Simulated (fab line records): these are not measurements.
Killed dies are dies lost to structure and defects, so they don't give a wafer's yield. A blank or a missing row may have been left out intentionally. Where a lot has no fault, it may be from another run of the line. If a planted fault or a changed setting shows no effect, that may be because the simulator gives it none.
Comparing a struck lot with a sound one + flow sky130 + 14 steps out of a route of 708
Sound: these wafers, L979.2, L979.3, L979.5. Struck: wafers L999.1, L999.3, L999.6. Last of all comes the cause.
At each step with rows: each side's tool, then ch and its chambers, then its first start. Under that, the readings that differ: sound wafers + struck wafers + difference of the means + sigmas: that difference in standard deviations of wafers without a fault.
alike: words and numbers the same on both sides, and readings whose means are apart by under 2 such deviations; not compared: readings that were withheld, readings missing a value for some wafer, numbers with overlapping values and no deviation given by the record, and bounds like >300 which may hide the same value.
The two part at a step that has a row with sigmas, a row that says differs or no value, or rows on one side only. Non-overlapping numbers with no deviation appear without sigmas and do not part them. A reading that every wafer of one side lacks parts them only if that side has two wafers or more.

first, 2 steps without rows for these wafers: SKY_VT_ADJUST_LVTN_PEB_16; SKY_VT_ADJUST_LVTN_DEVELOP_17 (develop time 60 s).
SKY_VT_ADJUST_LVTN_OVL_MEAS_18:
  struck on overlay-01, day 13 13:48; sound on overlay-02, day 7 20:51
  alike: VT_ADJUST_LVTN_01_OVL
next, for these wafers, 1 step has no rows: SKY_VT_ADJUST_LVTN_IMPLANT_19.
SKY_VT_ADJUST_LVTN_STRIP_20: strips in O2/N2.
  sound on plasma asher-02 ch 0,1, day 7 21:02; struck on plasma asher-01 ch 0,1, day 13 13:59
| reading                      | sound             | struck            | difference | sigmas |
|------------------------------|-------------------|-------------------|------------|--------|
| strip time to endpoint s (s) | 14.17 14.17 14.16 | 14.29 14.26 14.27 | +0.11      | +3     |
  alike: drypump motor current A, oes product au
  not compared: rf hours counter h
SKY_VT_ADJUST_LVTN_TW_MEAS_21:
  struck on film metro-04, day 13 14:05; sound on film metro-04, day 7 21:08
  alike: VT_ADJUST_LVTN_2_TW
then, 6 steps without rows for these wafers: SKY_VT_ADJUST_NCORE_DEHYDRATE_00 (time 60 s); SKY_VT_ADJUST_NCORE_HMDS_01 (prime time 60 s); SKY_VT_ADJUST_NCORE_COAT_02 (resist thk 1130 nm); SKY_VT_ADJUST_NCORE_SOFTBAKE_03 (time 60 s); SKY_VT_ADJUST_NCORE_EXPOSE_04 (exposes mask LVTN COMPLEMENT THIN, target cd 380 nm); SKY_VT_ADJUST_NCORE_PEB_05.
SKY_VT_ADJUST_NCORE_DEVELOP_06: develop time 60 s.
  struck on litho track-01, day 14 16:36; sound on litho track-03 ch 0, day 8 17:25
  no value came back on the struck wafers for chill plate temp C (C), develop time s (s); on the sound wafers chill plate temp C (C) reads 23.08 23.08 22.78
SKY_VT_ADJUST_NCORE_CD_MEAS_07: target cd 380 nm.
  struck on cd sem-02, day 14 16:45; sound on cd sem-02, day 8 17:34
| reading    | sound             | struck | difference                    | sigmas |
|------------|-------------------|--------|-------------------------------|--------|
| cd nm (nm) | 380.9 385.5 381.4 | - - -  | no value on the struck wafers |        |

## WHERE THEY PART
First at SKY_VT_ADJUST_LVTN_STRIP_20; last, within this record, at SKY_VT_ADJUST_NCORE_CD_MEAS_07.

WHY: what had been put in by the simulator
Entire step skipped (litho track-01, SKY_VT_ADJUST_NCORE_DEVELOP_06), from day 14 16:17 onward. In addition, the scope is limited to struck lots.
